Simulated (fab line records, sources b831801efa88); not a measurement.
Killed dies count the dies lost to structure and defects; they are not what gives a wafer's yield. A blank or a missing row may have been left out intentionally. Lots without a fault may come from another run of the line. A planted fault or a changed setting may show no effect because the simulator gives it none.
Matching of chambers || flow sky130 || SKY_VIA4_CMP_02 on cmp-01: 4 sister chambers
The step polishes SiO2. 33 wafers are shown with their chamber, then 12 later ones without.

WAFERS WITH THEIR CHAMBER
{"wafer": "L074.3", "chamber": 3, "motor_current_A (A)": 10.9}
{"wafer": "L074.4", "chamber": 2, "motor_current_A (A)": 13.6}
{"wafer": "L074.6", "chamber": 0, "motor_current_A (A)": 9.7}
{"wafer": "L075.2", "chamber": 2, "motor_current_A (A)": 13.8}
{"wafer": "L075.4", "chamber": 3, "motor_current_A (A)": 10.3}
{"wafer": "L075.5", "chamber": 3, "motor_current_A (A)": 11.1}
{"wafer": "L076.3", "chamber": 0, "motor_current_A (A)": 9.7}
{"wafer": "L076.5", "chamber": 0, "motor_current_A (A)": 9.3}
{"wafer": "L076.6", "chamber": 1, "motor_current_A (A)": 11.8}
{"wafer": "L077.1", "chamber": 2, "motor_current_A (A)": 12.9}
{"wafer": "L077.4", "chamber": 0, "motor_current_A (A)": 9.4}
{"wafer": "L077.6", "chamber": 2, "motor_current_A (A)": 13.4}
{"wafer": "L078.1", "chamber": 2, "motor_current_A (A)": 13.6}
{"wafer": "L078.3", "chamber": 3, "motor_current_A (A)": 10.4}
{"wafer": "L078.4", "chamber": 1, "motor_current_A (A)": 12.4}
{"wafer": "L079.1", "chamber": 2, "motor_current_A (A)": 12.4}
{"wafer": "L079.5", "chamber": 3, "motor_current_A (A)": 10.4}
{"wafer": "L079.6", "chamber": 0, "motor_current_A (A)": 9.5}
{"wafer": "L082.3", "chamber": 1, "motor_current_A (A)": 12.2}
{"wafer": "L082.4", "chamber": 2, "motor_current_A (A)": 13.4}
{"wafer": "L082.6", "chamber": 2, "motor_current_A (A)": 13.5}
{"wafer": "L083.3", "chamber": 1, "motor_current_A (A)": 11.3}
{"wafer": "L083.5", "chamber": 0, "motor_current_A (A)": 9.4}
{"wafer": "L083.6", "chamber": 3, "motor_current_A (A)": 10.5}
{"wafer": "L089.3", "chamber": 3, "motor_current_A (A)": 11.4}
{"wafer": "L089.5", "chamber": 0, "motor_current_A (A)": 9.4}
{"wafer": "L089.6", "chamber": 1, "motor_current_A (A)": 10.7}
{"wafer": "L090.1", "chamber": 0, "motor_current_A (A)": 9.8}
{"wafer": "L090.4", "chamber": 3, "motor_current_A (A)": 10.7}
{"wafer": "L090.5", "chamber": 0, "motor_current_A (A)": 9.4}
{"wafer": "L091.1", "chamber": 0, "motor_current_A (A)": 9.2}
{"wafer": "L091.2", "chamber": 1, "motor_current_A (A)": 12.4}
{"wafer": "L091.4", "chamber": 2, "motor_current_A (A)": 13.2}

SIGNATURES (means of the wafers above)
{"reading": "motor_current_A", "chamber 0": 9.480, "chamber 1": 11.800, "chamber 2": 13.311, "chamber 3": 10.713, "scatter within a chamber": 0.424}
Rule: distance of a wafer from a chamber = root of the sum over the readings of ((wafer's reading minus chamber's mean) / reading's scatter) squared. If the next closest chamber is less than 2 further off than the closest, the wafer can't be placed; otherwise it belongs to the closest. How the scatter is found: for the shown wafers, subtract from each reading the mean of its chamber, square and add these, divide the total by (wafers less chambers), then take the root.

WAFERS WITH NO CHAMBER GIVEN
{"wafer": "L094.1", "motor_current_A (A)": 10.1}
{"wafer": "L094.3", "motor_current_A (A)": 11.7}
{"wafer": "L094.6", "motor_current_A (A)": 13.1}
{"wafer": "L095.1", "motor_current_A (A)": 12.9}
{"wafer": "L095.4", "motor_current_A (A)": 10.4}
{"wafer": "L095.6", "motor_current_A (A)": 13.1}
{"wafer": "L096.1", "motor_current_A (A)": 9.6}
{"wafer": "L096.2", "motor_current_A (A)": 11.3}
{"wafer": "L096.3", "motor_current_A (A)": 10.5}
{"wafer": "L097.2", "motor_current_A (A)": 13.1}
{"wafer": "L097.5", "motor_current_A (A)": 9.7}
{"wafer": "L097.6", "motor_current_A (A)": 10.6}

EACH ONE'S CHAMBER
{"wafer": "L094.1", "from the rows above": "can't be placed: 3 or 0", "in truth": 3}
{"wafer": "L094.3", "from the rows above": 1, "in truth": 1}
{"wafer": "L094.6", "from the rows above": 2, "in truth": 2}
{"wafer": "L095.1", "from the rows above": "can't be placed: 2 or 1", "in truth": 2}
{"wafer": "L095.4", "from the rows above": "can't be placed: 3 or 0", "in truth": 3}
{"wafer": "L095.6", "from the rows above": 2, "in truth": 2}
{"wafer": "L096.1", "from the rows above": 0, "in truth": 0}
{"wafer": "L096.2", "from the rows above": "can't be placed: 1 or 3", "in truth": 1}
{"wafer": "L096.3", "from the rows above": "can't be placed: 3 or 0", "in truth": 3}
{"wafer": "L097.2", "from the rows above": 2, "in truth": 2}
{"wafer": "L097.5", "from the rows above": "can't be placed: 0 or 3", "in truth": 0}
{"wafer": "L097.6", "from the rows above": 3, "in truth": 3}
Placed correctly: 6 of 12. Can't be placed from these rows: 6 (the true chamber is among the candidates in 6). Number placed wrongly: 0.
